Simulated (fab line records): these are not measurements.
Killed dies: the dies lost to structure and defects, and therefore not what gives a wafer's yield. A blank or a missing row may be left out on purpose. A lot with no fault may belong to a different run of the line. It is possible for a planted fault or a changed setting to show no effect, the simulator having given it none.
Chamber matching / flow sky130 / SKY_POLY_CUT_ETCH_10 on rie-diel-03: 4 sister chambers
The step etches BARC in N2/H2, stops on SiO2, time 45.9 s, target depth 60 nm. 8 wafers are shown with their chamber, then 7 later ones without.

## EACH WAFER AND ITS CHAMBER
wafer=L079.5; chamber=2; drypump-motor-current-A (A)=5.3; throttle-valve-pct (%)=13.222
wafer=L081.2; chamber=1; drypump-motor-current-A (A)=5.7; throttle-valve-pct (%)=13.213
wafer=L081.3; chamber=3; drypump-motor-current-A (A)=5.6; throttle-valve-pct (%)=13.228
wafer=L082.2; chamber=1; drypump-motor-current-A (A)=5.7; throttle-valve-pct (%)=13.215
wafer=L082.4; chamber=0; drypump-motor-current-A (A)=5.9; throttle-valve-pct (%)=13.225
wafer=L082.6; chamber=3; drypump-motor-current-A (A)=5.7; throttle-valve-pct (%)=13.218
wafer=L083.1; chamber=2; drypump-motor-current-A (A)=5.3; throttle-valve-pct (%)=13.229
wafer=L083.3; chamber=0; drypump-motor-current-A (A)=5.9; throttle-valve-pct (%)=13.216

## WAFERS MISSING THEIR CHAMBER
wafer=L083.5; drypump-motor-current-A (A)=5.7; throttle-valve-pct (%)=13.209
wafer=L091.1; drypump-motor-current-A (A)=5.9; throttle-valve-pct (%)=13.211
wafer=L091.2; drypump-motor-current-A (A)=5.7; throttle-valve-pct (%)=13.229
wafer=L091.4; drypump-motor-current-A (A)=5.9; throttle-valve-pct (%)=13.218
wafer=L092.1; drypump-motor-current-A (A)=5.7; throttle-valve-pct (%)=13.219
wafer=L092.2; drypump-motor-current-A (A)=5.9; throttle-valve-pct (%)=13.222
wafer=L092.3; drypump-motor-current-A (A)=5.7; throttle-valve-pct (%)=13.221

## EACH ONE'S CHAMBER
wafer=L083.5; from the rows above=1; in truth=1
wafer=L091.1; from the rows above=0; in truth=0
wafer=L091.2; from the rows above=can't be placed: 3 or 1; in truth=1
wafer=L091.4; from the rows above=0; in truth=0
wafer=L092.1; from the rows above=can't be placed: 1 or 3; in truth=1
wafer=L092.2; from the rows above=0; in truth=0
wafer=L092.3; from the rows above=can't be placed: 1 or 3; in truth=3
Correct placement for 4 of the 7. Can't be placed from these rows: 3 (the true chamber is among the candidates in 3). Placed wrongly: 0.
How it was worked out, from the rows above alone: a wafer's distance from a chamber is the root of the sum, over the readings, of the square of ((its reading less the chamber's mean) divided by the reading's scatter). The wafer belongs to the nearest chamber; if the next one is less than 2 further off, it can't be placed. For every chamber, the mean is computed from those of its wafers that are shown. The scatter: take each reading less its chamber's mean, square it, sum over the shown wafers, divide by the number of wafers less the number of chambers, and take the root.
